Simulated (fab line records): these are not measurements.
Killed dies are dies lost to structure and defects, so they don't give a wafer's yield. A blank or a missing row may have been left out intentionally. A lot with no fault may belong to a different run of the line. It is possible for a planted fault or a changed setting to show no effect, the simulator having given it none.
Code-filled problem report in 8D (eight disciplines) form ; flow gf180mcu ; the parts of the form that need people (team, actions taken, sign-off) are left out

== 1. WHAT WENT WRONG ==
developer-temp-C at GF_V5_DEVELOP_13 reads a mean of 21.87 C on 6 wafers of 2 lots; wafers without a fault read 20.99 C with a standard deviation of 0.11. That is +8.0 standard deviations from the usual mean.
The step: develop time 60 s.
The first sign was on wafer L151.1 at day 30 13:11, on litho-track-04. Wafers with a number at this step in the record: 42, from 14 lots. The rule behind "out" and "out of limits": a value lying over 4 standard deviations away from the usual mean. The rest of the wafers with a number are treated as sound.

== 2. WHAT IT IS; WHAT IT IS NOT ==
question;is;is not
which readings at this step;developer-temp-C;-
which lots;L151, L152;L141, L142, L144, L145, L147, L148, L150, L159, L160, L162, L163, L164
which wafers of those lots;all that have a number;-
read on which tools;litho-track-04;litho-track-02, litho-track-03
when;from day 30 13:11;"up to then (21 sound wafers); but 15 sound wafers of L159, L160, L162, L163, L164 came after"

== 3. WHAT RULES OUT EACH SUSPECT ==
Counting: any tool at a process step up to the reading is kept as a suspect provided that every lot that is out went through it and no sound lot did after the first of them.
- pvd-sputter-01 at GF_MIM_SPUTTER_08 (material AlCu, target thk 200 nm, time 10.6 s): ruled out as a lasting fault. After its first lot that is out, L151 (day 28 03:51), sound lots L159 ran on it.
- litho-track-04 at GF_V5_DEVELOP_13 (develop time 60 s): ruled out as a lasting fault. After its first lot that is out, L151 (day 30 13:11), sound lots L163 ran on it.
Left after counting: nothing in the record.

== 4. THE CAUSE (what the simulator had put in) ==
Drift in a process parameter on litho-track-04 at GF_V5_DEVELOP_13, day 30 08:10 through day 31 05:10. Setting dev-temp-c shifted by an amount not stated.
Counting ruled it out, wrongly.

== 5. THE EFFECT CHAIN, in route order ==
Each row: a reading where the mean over the struck wafers with a number is more than 3 standard deviations away from the usual. Scope: only readings with a usual standard deviation given in the record; hours: median across lots of the time from each lot's start at the first step in this table that gives one to its start at this step; sigmas: change in usual standard deviations.
hours;step;reading;usual;on struck wafers;change;sigmas
0;GF_V5_DEVELOP_13;developer-temp-C;20.99 C;21.87;+0.88;+8.0
Its process steps:
- GF_V5_DEVELOP_13: develop time 60 s.
Later measuring or inspecting steps at which every struck wafer that the step has a row for has a number for every such reading, and none has moved that far: GF_V5_OVL_MEAS_15.

== 6. HOW IT WOULD HAVE BEEN CAUGHT EARLIER ==
First out-of-limits reading in this record: day 30 13:11, which is 5 hours after fault onset at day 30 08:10.
